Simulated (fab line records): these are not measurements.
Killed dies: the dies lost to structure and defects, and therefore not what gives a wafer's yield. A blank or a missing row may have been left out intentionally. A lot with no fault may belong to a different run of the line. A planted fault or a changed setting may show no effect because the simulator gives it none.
fab line records	flow sky130
record: lots: 5	wafers: 15	lastDay: 50
route steps=708 shown VT_ADJUST_HVTP@89 VT_ADJUST_LVTN@97 PAD_OPEN@708
lots that met no fault: from a run of the same line without faults
startH: start of the lot's first displayed wafer, in hours after the record's first day	waitH: hours elapsed since this lot's preceding step	" same as the row above	L1.1+2: a single row standing in for several wafers	- no value, or no start given	* or withheld: withheld	< > ~ a bound
route shown NAME@n: a module of which the file shows steps, and the number in the route of the first	usual: mean/standard deviation of fault-free wafers	same: alike in all rows	chamber/n: place in a boat	sites: the reading at each site	_std_site: their standard deviation	_edge_site: mean of outer sites minus mean of inner sites	radiusMm: for every site, how far away it sits from the centre of the wafer	mask NAME#n: copy n	behind: tool/chamber where the wafer was last shaped	hold: why the lot was held/for how many hours/how that ended	device: whichever transistor did not switch (one of n, p or np)	end of line: tests of these same wafers at the route's end	a step given without rows: its recipe and nothing more	killed: at the first sort, the dies lost to defects and structure; wafer yield is something else	map: the dies of a wafer, with x for killed, . for not killed, _ for no die there
set.NAME: the setting the step ran with; set.NAME@STEP: the setting that earlier step ran with	model.NAME: the simulator's own value behind a step, which no gauge read
a table for each step, a row for each wafer; lots at some steps of the route
services: the hour from which a tool's chamber was out of use, counted from the record's first day as startH (under 0 if before that day), plus the number of hours and why
== steps ==
step: SKY_VT_ADJUST_HVTP_EXPOSE_04
recipe: maskId: HVTPM	na: 0.6	sourceShape: conventional	sigmaOuter: 0.6	polarization: unpolarized	targetCdNm: 380	doseMj: 140
step: SKY_VT_ADJUST_HVTP_PEB_05
recipe: tempC: withheld	timeS: *	resist: NOVOLAK
step: SKY_VT_ADJUST_HVTP_DEVELOP_06
recipe: resist: NOVOLAK	developer: TMAH	developTimeS: 60	devTempC: 23
step: SKY_VT_ADJUST_HVTP_CD_MEAS_07
recipe: targetCdNm: 380
usual: cdNm: 379.4/2.9
lot.wafer	tool	chamber	startH	waitH	cdNm
L109.1	cdSem-02	-	136.17	0.1	380.7
L109.4	"	-	"	"	382.5
L109.5	"	-	"	"	381.9
L116.3	cdSem-01	-	189.96	0.1	380.0
L116.4	"	-	"	"	381.7
L116.5	"	-	"	"	381.2
L121.1	cdSem-01	-	216.09	0.1	381.5
L121.4	"	-	"	"	381.4
L121.5	"	-	"	"	380.1
L120.2	cdSem-02	-	216.65	0.1	379.3
L120.5	"	-	"	"	379.3
L120.6	"	-	"	"	376.3
L129.3	cdSem-02	-	267.41	0.1	378.6
L129.5	"	-	"	"	382.2
L129.6	"	-	"	"	378.9
step: SKY_VT_ADJUST_HVTP_OVL_MEAS_08
usual: VT_ADJUST_HVTP_OVL: 0.8/1.2
lot.wafer	tool	chamber	startH	waitH	VT_ADJUST_HVTP_OVL[nm]
L109.1	overlay-01	-	136.29	0.1	0.1
L109.4	"	-	"	"	2.3
L109.5	"	-	"	"	2.7
L116.3	overlay-02	-	190.05	0.1	0.5
L116.4	"	-	"	"	1.1
L116.5	"	-	"	"	1.9
L121.1	overlay-02	-	216.21	0.1	0.4
L121.4	"	-	"	"	-0.8
L121.5	"	-	"	"	2.3
L120.2	overlay-01	-	216.76	0.1	-1.4
L120.5	"	-	"	"	-0.8
L120.6	"	-	"	"	0.9
L129.3	overlay-02	-	267.50	0.1	1.5
L129.5	"	-	"	"	1.4
L129.6	"	-	"	"	0.1
step: SKY_VT_ADJUST_HVTP_IMPLANT_09
recipe: species: As	energyKev: 150	doseCm2: 4.3e+12	tiltDeg: withheld
step: SKY_VT_ADJUST_HVTP_STRIP_10
recipe: chemistry: O2/N2	powerW: 1400	pressureMtorr: 1500	platenTempC: withheld	o2FlowSccm: 3000	n2FlowSccm: 300	overashFraction: 0.5
usual: drypumpMotorCurrentA: 5.36/0.28	oesProductAu: 0.715/0.0045	stripTimeToEndpointS: 14.18/0.04
lot.wafer	tool	chamber	startH	waitH	drypumpMotorCurrentA	oesProductAu	rfHoursCounterH	stripTimeToEndpointS
L109.1	plasmaAsher-04	0	136.47	0.1	5.53	0.716	2	14.15
L109.4	"	0	"	"	5.54	0.715	-	14.14
L109.5	"	1	"	"	5.33	0.717	-	14.11
L116.3	plasmaAsher-04	0	190.26	0.1	5.54	0.720	-	14.16
L116.4	"	1	"	"	5.32	0.719	-	14.17
L116.5	"	0	"	"	5.56	0.716	-	14.14
L121.1	plasmaAsher-03	1	216.40	0.1	5.25	0.709	53	14.17
L121.4	"	0	"	"	5.21	0.722	-	14.23
L121.5	"	0	"	"	5.22	0.712	-	14.15
L120.2	plasmaAsher-01	0	216.94	0.1	5.84	0.706	55	14.20
L120.5	"	0	"	"	5.82	0.713	-	14.17
L120.6	"	1	"	"	4.75	0.711	-	14.20
L129.3	plasmaAsher-01	1	267.70	0.1	4.73	0.712	-	14.14
L129.5	"	0	"	"	5.86	0.711	-	14.17
L129.6	"	1	"	"	4.75	0.703	-	14.16
step: SKY_VT_ADJUST_HVTP_TW_MEAS_11
usual: VT_ADJUST_HVTP_TW: 1355/12
lot.wafer	tool	chamber	startH	waitH	VT_ADJUST_HVTP_TW
L109.1	filmMetro-01	-	136.57	0.1	1339
L109.4	"	-	"	"	1345
L109.5	"	-	"	"	1349
L116.3	filmMetro-03	-	190.34	0.1	1368
L116.4	"	-	"	"	1353
L116.5	"	-	"	"	1354
L121.1	filmMetro-02	-	216.50	0.1	1377
L121.4	"	-	"	"	1380
L121.5	"	-	"	"	1378
L120.2	filmMetro-02	-	217.05	0.1	1371
L120.5	"	-	"	"	1373
L120.6	"	-	"	"	1377
L129.3	filmMetro-01	-	267.79	0.1	1349
L129.5	"	-	"	"	1338
L129.6	"	-	"	"	1346
step: SKY_VT_ADJUST_LVTN_DEHYDRATE_00
recipe: tempC: 200	timeS: 60
step: SKY_VT_ADJUST_LVTN_HMDS_01
recipe: primeTimeS: 60	primeTempC: 120
step: SKY_VT_ADJUST_LVTN_COAT_02
recipe: spinRpm: 2000	resistThkNm: 3000
step: SKY_VT_ADJUST_LVTN_SOFTBAKE_03
recipe: tempC: 110	timeS: withheld
step: SKY_VT_ADJUST_LVTN_EXPOSE_04
recipe: maskId: NWM_COMPLEMENT_LESS_NATIVE	na: 0.6	sourceShape: conventional	sigmaOuter: 0.6	polarization: unpolarized	targetCdNm: 840	doseMj: 194
lot.wafer	tool	chamber	startH	waitH	mask
L109.1+4+5	ilineStepper-01	0	146.97	-	NWM_COMPLEMENT_LESS_NATIVE#0
L116.3+4+5	ilineStepper-01	0	200.71	-	NWM_COMPLEMENT_LESS_NATIVE#0
L121.1+4+5	ilineStepper-02	0	228.34	-	NWM_COMPLEMENT_LESS_NATIVE#0
L120.2+5+6	ilineStepper-02	0	229.32	-	HVTPM#0
L129.3+5+6	ilineStepper-02	0	279.18	-	NWM_COMPLEMENT_LESS_NATIVE#0
step: SKY_VT_ADJUST_LVTN_PEB_05
recipe: tempC: 115	timeS: withheld
step: SKY_VT_ADJUST_LVTN_DEVELOP_06
recipe: wallAngleDeg: 90	developer: TMAH	developTimeS: 60	devTempC: 23
step: SKY_VT_ADJUST_LVTN_OVL_MEAS_07
usual: VT_ADJUST_LVTN_OVL: 1.3/1.5
lot.wafer	tool	chamber	startH	waitH	VT_ADJUST_LVTN_OVL[nm]
L109.1	overlay-02	-	156.52	-	-1.8
L109.4	"	-	"	"	-1.3
L109.5	"	-	"	"	-0.8
L116.3	overlay-02	-	211.00	-	-1.7
L116.4	"	-	"	"	0.2
L116.5	"	-	"	"	-0.8
L121.1	overlay-01	-	239.24	-	1.5
L121.4	"	-	"	"	1.8
L121.5	"	-	"	"	2.9
L120.2	overlay-02	-	239.71	-	-
L120.5	"	-	"	"	-
L120.6	"	-	"	"	-
L129.3	overlay-01	-	290.76	-	3.2
L129.5	"	-	"	"	3.2
L129.6	"	-	"	"	4.3
step: SKY_VT_ADJUST_LVTN_IMPLANT_08
recipe: species: B	energyKev: 30	doseCm2: 1.57e+12	tiltDeg: withheld
step: SKY_VT_ADJUST_LVTN_STRIP_09
recipe: chemistry: O2/N2	powerW: 1400	pressureMtorr: 1500	platenTempC: withheld	o2FlowSccm: 3000	n2FlowSccm: 300	overashFraction: 0.5
usual: drypumpMotorCurrentA: 5.6/0.46	oesProductAu: 0.722/0.0042	stripTimeToEndpointS: 36.94/0.092
lot.wafer	tool	chamber	startH	waitH	drypumpMotorCurrentA	oesProductAu	rfHoursCounterH	stripTimeToEndpointS
L109.1	plasmaAsher-01	0	156.70	0.1	5.8	0.724	49	37.07
L109.4	"	0	"	"	5.8	0.729	-	36.97
L109.5	"	0	"	"	5.8	0.723	-	37.13
L116.3	plasmaAsher-02	0	211.21	0.1	6.1	0.714	-	36.90
L116.4	"	1	"	"	5.8	0.726	-	36.79
L116.5	"	1	"	"	5.8	0.713	-	36.83
L121.1	plasmaAsher-02	0	239.43	0.1	6.1	0.721	42	36.97
L121.4	"	1	"	"	5.8	0.721	-	36.93
L121.5	"	0	"	"	6.1	0.724	-	36.99
L120.2	plasmaAsher-04	1	239.89	0.1	5.3	0.716	12	36.84
L120.5	"	1	"	"	5.3	0.724	-	36.85
L120.6	"	0	"	"	5.5	0.726	-	36.86
L129.3	plasmaAsher-01	0	290.97	0.1	5.9	0.723	-	37.05
L129.5	"	0	"	"	5.8	0.722	-	37.07
L129.6	"	1	"	"	4.8	0.725	-	36.96
step: SKY_VT_ADJUST_LVTN_TW_MEAS_10
usual: VT_ADJUST_LVTN_TW: 242.6/1.2
lot.wafer	tool	chamber	startH	waitH	VT_ADJUST_LVTN_TW
L109.1	filmMetro-04	-	156.80	0.1	239.3
L109.4	"	-	"	"	241.5
L109.5	"	-	"	"	241.4
L116.3	filmMetro-04	-	211.30	0.1	240.9
L116.4	"	-	"	"	241.1
L116.5	"	-	"	"	242.5
L121.1	filmMetro-02	-	239.53	0.1	244.7
L121.4	"	-	"	"	245.0
L121.5	"	-	"	"	244.1
L120.2	filmMetro-02	-	240.00	0.1	30.1
L120.5	"	-	"	"	30.1
L120.6	"	-	"	"	30.3
L129.3	filmMetro-03	-	291.06	0.1	243.6
L129.5	"	-	"	"	244.3
L129.6	"	-	"	"	242.5
step: SKY_VT_ADJUST_LVTN_DEHYDRATE_11
recipe: tempC: 200	timeS: 60
step: SKY_PAD_OPEN_PROBE_99
usual: killed_at_M0_to_M3: 43/7.2	killed_at_M4_up: 3.1/1.8	killedAtContacts: 24/5.4	killedAtFrontEnd: 15/4.4	killedAtOther: 0.4/0.56	killedDies: 86/9.3	killedOnRim: 17/3.6	killedOpen: 47/6.9	killedShort: 39/6.6
same: grossDies: 492	killedAtBackSide: 0
lot.wafer	tool	chamber	startH	waitH	killed_at_M0_to_M3	killed_at_M4_up	killedAtContacts	killedAtFrontEnd	killedAtOther	killedDies	killedOnRim	killedOpen	killedShort	model.etest.tipP.rsOhmSq	model.etest.pfet_01v8.rOnOhmUm	model.etest.nfet_01v8_lvt.driveUaUm	model.etest.nfet_01v8.driveUaUm	model.etest.nfet_01v8_turned.driveUaUm	model.etest.pfet_01v8.driveUaUm	model.etest.nfet_01v8_swapped.driveUaUm	model.etest.pfet_01v8_mvt.driveUaUm
L109.1	prober-02	-	1093.55	0.1	49	2	24	14	0	89	15	56	33	6843	2905	582.7	508.8	513.2	191.8	511.1	152
L109.4	prober-02	-	1093.70	0.2	49	2	16	15	0	82	12	38	43	6873	2778	590.9	519.6	519.7	201	518.2	157.7
L109.5	prober-02	-	1093.75	0.2	46	4	18	21	0	89	17	53	34	6903	2884	584	515.9	517.7	192.6	515.9	153.2
L116.3	prober-02	-	1138.79	0.2	52	4	21	14	1	92	19	52	40	6846	3032	562.8	491.5	493.6	182.8	495.2	147.9
L116.4	prober-02	-	1138.84	0.2	54	5	23	7	0	89	17	47	42	6890	3006	565	490.5	497.8	185.7	494	148.4
L116.5	prober-02	-	1138.89	0.2	49	2	23	10	0	84	18	48	36	6855	3029	565.4	490.6	495.2	182.8	493.9	148.3
L120.2	prober-01	-	1161.97	0.1	37	1	34	420	0	492	96	50	42	6393	2731	609.6	528.2	524.2	222.8	531.6	181.6
L120.5	prober-01	-	1162.12	0.2	47	5	23	417	0	492	96	43	45	6366	2704	623	532.2	535.5	221.9	534.9	180.5
L120.6	prober-01	-	1162.17	0.2	51	4	19	418	0	492	96	45	45	6382	2662	620	536.9	541.6	229.8	538.5	186.3
L121.1	prober-02	-	1163.45	0.1	36	6	13	10	0	65	10	30	35	6790	2909	585.4	515.4	512.2	195.3	516.4	150.9
L121.4	prober-02	-	1163.60	0.2	38	4	26	19	0	87	21	41	46	6812	2946	565.2	497.9	493.4	189.5	498	148.9
L121.5	prober-02	-	1163.65	0.2	35	1	16	12	1	65	13	37	27	6799	2918	564.1	491.7	491.2	190.4	490.6	149.7
L129.3	prober-02	-	1201.26	0.2	40	3	19	17	1	80	12	39	41	7047	2929	575.5	504	506.6	187.5	503.6	146.1
L129.5	prober-02	-	1201.36	0.2	35	4	24	14	1	78	13	31	47	7050	2874	584	518.3	517.3	193.2	516.4	147.8
L129.6	prober-02	-	1201.41	0.2	63	3	27	14	1	108	21	56	52	7109	2923	576.4	501.4	501.9	187.3	504.5	145.7
killed by level:class
L109.1 LI_CONTACT:geometricParticle:open=13 VIA2:geometricParticle:open=9 VIA1:geometricParticle:open=9 VIA1:geometricParticle:short=7 METAL2:geometricParticle:short=6 POLY_GATE:geometricParticle:open=6 CONTACT:geometricParticle:open=6 VIA3:geometricParticle:open=5
L109.4 VIA1:geometricParticle:short=11 VIA1:geometricParticle:open=10 METAL2:geometricParticle:short=6 CONTACT:geometricParticle:open=5 SPACER:geometricParticle:short=4 LI_CONTACT:geometricParticle:short=4 VIA2:geometricParticle:open=4 METAL3:geometricParticle:short=4
L109.5 CONTACT:geometricParticle:open=9 VIA1:geometricParticle:open=8 METAL2:geometricParticle:short=8 FIELD_ISO:geometricParticle:open=7 VIA3:geometricParticle:open=7 LI_CONTACT:geometricParticle:open=5 METAL1:geometricParticle:short=5 METAL3:geometricParticle:short=5
L116.3 VIA1:geometricParticle:open=15 VIA1:geometricParticle:short=9 VIA2:geometricParticle:open=9 METAL2:geometricParticle:short=7 LOCAL_INTERCONNECT:geometricParticle:short=6 LI_CONTACT:geometricParticle:open=5 CONTACT:geometricParticle:open=5 POLY_GATE:geometricParticle:open=4
L116.4 VIA1:geometricParticle:open=11 CONTACT:geometricParticle:open=9 VIA3:geometricParticle:open=9 METAL1:geometricParticle:short=6 VIA1:geometricParticle:short=5 VIA3:geometricParticle:short=4 LI_CONTACT:geometricParticle:open=4 LOCAL_INTERCONNECT:geometricParticle:short=4
L116.5 VIA1:geometricParticle:open=14 METAL1:geometricParticle:short=11 CONTACT:geometricParticle:open=9 METAL2:geometricParticle:short=5 LI_CONTACT:geometricParticle:open=5 VIA2:geometricParticle:open=5 FIELD_ISO:geometricParticle:open=4 LOCAL_INTERCONNECT:geometricParticle:short=4
L120.2 VT_ADJUST_LVTN:areaExpose=399 CONTACT:geometricParticle:open=13 VIA3:geometricParticle:open=9 LOCAL_INTERCONNECT:geometricParticle:short=8 VIA1:geometricParticle:open=7 CONTACT:geometricParticle:short=6 FIELD_ISO:geometricParticle:short=5 VIA2:geometricParticle:open=5
L120.5 VT_ADJUST_LVTN:areaExpose=403 VIA1:geometricParticle:open=11 VIA3:geometricParticle:open=8 CONTACT:geometricParticle:short=7 VIA2:geometricParticle:open=7 METAL2:geometricParticle:short=6 FIELD_ISO:geometricParticle:short=4 LI_CONTACT:geometricParticle:short=4
L120.6 VT_ADJUST_LVTN:areaExpose=400 VIA1:geometricParticle:open=16 VIA2:geometricParticle:open=9 CONTACT:geometricParticle:short=8 CONTACT:geometricParticle:open=8 VIA3:geometricParticle:short=5 POLY_GATE:geometricParticle:short=4 VIA1:geometricParticle:short=4
L121.1 VIA3:geometricParticle:open=6 METAL4:geometricParticle:short=6 VIA1:geometricParticle:open=5 LOCAL_INTERCONNECT:geometricParticle:short=4 VIA1:geometricParticle:short=4 VIA2:geometricParticle:open=4 METAL2:geometricParticle:short=4 METAL3:geometricParticle:short=4
L121.4 VIA1:geometricParticle:open=10 CONTACT:geometricParticle:open=8 LI_CONTACT:geometricParticle:open=7 METAL2:geometricParticle:short=7 CONTACT:geometricParticle:short=5 VIA3:geometricParticle:open=5 VIA1:geometricParticle:short=5 FIELD_ISO:geometricParticle:open=4
L121.5 VIA1:geometricParticle:open=9 FIELD_ISO:geometricParticle:open=6 LI_CONTACT:geometricParticle:open=6 VIA1:geometricParticle:short=5 METAL2:geometricParticle:short=4 METAL3:geometricParticle:short=4 POLY_GATE:geometricParticle:open=3 CONTACT:geometricParticle:short=3
L129.3 VIA1:geometricParticle:open=6 METAL2:geometricParticle:short=6 VIA3:geometricParticle:open=6 CONTACT:geometricParticle:short=5 CONTACT:geometricParticle:open=5 METAL1:geometricParticle:short=5 POLY_GATE:geometricParticle:short=4 POLY_CUT:geometricParticle:open=4
L129.5 LI_CONTACT:geometricParticle:open=9 METAL1:geometricParticle:short=8 VIA1:geometricParticle:open=7 CONTACT:geometricParticle:short=6 VIA3:geometricParticle:short=6 CONTACT:geometricParticle:open=5 VIA1:geometricParticle:short=5 POLY_GATE:geometricParticle:short=4
L129.6 VIA1:geometricParticle:open=11 METAL2:geometricParticle:short=10 VIA3:geometricParticle:open=9 LI_CONTACT:geometricParticle:open=8 VIA2:geometricParticle:open=8 VIA1:geometricParticle:short=8 CONTACT:geometricParticle:open=6 FIELD_ISO:geometricParticle:open=5
map L120.2 (x killed, . not)
__________xxxxxxxxxx_________
________xxxxxxxxxxxxxx_______
______xxxxxxxxxxxxxxxxxx_____
_____xxxxxxxxxxxxxxxxxxxx____
____xxxxxxxxxxxxxxxxxxxxxx___
___xxxxxxxxxxxxxxxxxxxxxxxx__
__xxxxxxxxxxxxxxxxxxxxxxxxxx_
_xxxxxxxxxxxxxxxxxxxxxxxxxxxx
_xxxxxxxxxxxxxxxxxxxxxxxxxxxx
_xxxxxxxxxxxxxxxxxxxxxxxxxxxx
_xxxxxxxxxxxxxxxxxxxxxxxxxxxx
_xxxxxxxxxxxxxxxxxxxxxxxxxxxx
_xxxxxxxxxxxxxxxxxxxxxxxxxxxx
_xxxxxxxxxxxxxxxxxxxxxxxxxxxx
_xxxxxxxxxxxxxxxxxxxxxxxxxxxx
__xxxxxxxxxxxxxxxxxxxxxxxxxx_
___xxxxxxxxxxxxxxxxxxxxxxxx__
____xxxxxxxxxxxxxxxxxxxxxx___
_____xxxxxxxxxxxxxxxxxxxx____
______xxxxxxxxxxxxxxxxxx_____
________xxxxxxxxxxxxxx_______
__________xxxxxxxxxx_________
map L121.4 (x killed, . not)
__________......x..._________
________............x._______
______x...x.....x......._____
_____...x.....x.........x____
____x..x......xx...x......___
___......x............x....__
__...x...x.....x.x........x._
_...x.x.x....................
_....x..x...x.x.........x...x
_......x...x.......x.........
_...x..........xx.........x..
_x.x.xx......x...xx......x...
_.x.......x.....x.......x....
_xx......x.....x..x....x.x...
_..........x........x..x.x...
__...x.x................x.x._
___....xx.............x...x__
____x....x...xx......x....___
_____..x...x.x....xx...x.____
______xxx..............x_____
________..x......x..x._______
__________.....x...x_________
== services ==
tool	chamber	startH	hours	kind
plasmaAsher-04	0	117.75	-	clean
plasmaAsher-04	1	117.75	-	clean
plasmaAsher-03	-	133.71	0.7	repair
ilineStepper-01	-	137.75	-	consumableReplace:lamp
ilineStepper-02	0	160.82	-	calibration
ilineStepper-02	-	173.77	-	calibration
plasmaAsher-04	-	183.31	1.2	repair
ilineStepper-02	-	199.16	4.4	pm
ilineStepper-01	-	205.76	1.7	pm
ilineStepper-01	0	226.27	-	calibration
plasmaAsher-04	-	231.86	0.7	repair
ilineStepper-02	-	240.56	6.2	repair
ilineStepper-01	-	268.14	1.0	repair
ilineStepper-02	-	284.16	1.7	pm
== key ==
firstSign: step: SKY_VT_ADJUST_LVTN_EXPOSE_04	reading: mask	direction: changed
effect: step: SKY_VT_ADJUST_LVTN_OVL_MEAS_07	reading: VT_ADJUST_LVTN_OVL	direction: missing
effect: step: SKY_VT_ADJUST_LVTN_TW_MEAS_10	reading: VT_ADJUST_LVTN_TW	direction: down	sigmas: 99+	usual: 242.6	struck: 30.2
effect: step: SKY_PAD_OPEN_PROBE_99	reading: killedAtFrontEnd	direction: up	sigmas: 92	usual: 15	struck: 418
modelEffect: step: SKY_PAD_OPEN_PROBE_99	value: etest.tipP.rsOhmSq	without: 6883	struck: 6380
moreKillsBornAt: SKY_VT_ADJUST_LVTN_EXPOSE_04@ilineStepper-02: 1202
metAt SKY_VT_ADJUST_LVTN_EXPOSE_04
struckWafers L120.2,L120.5,L120.6
testerLeftOut L120
onsetBetween 228.34 229.32
fault: kind: wrongMask	tool: any	chamber: -	onsetH: 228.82	steps: SKY_VT_ADJUST_LVTN_EXPOSE_04	auxCopy: HVTPM#0	scope: struckLotsOnly
testerLeftOut: of these lots the tester's yield and bins aren't shown, on N5 and GAA mostly nor the transistor test; their killed dies are dies lost to structure and defects alone, not to doping, threshold or leakage, so they don't give the yield
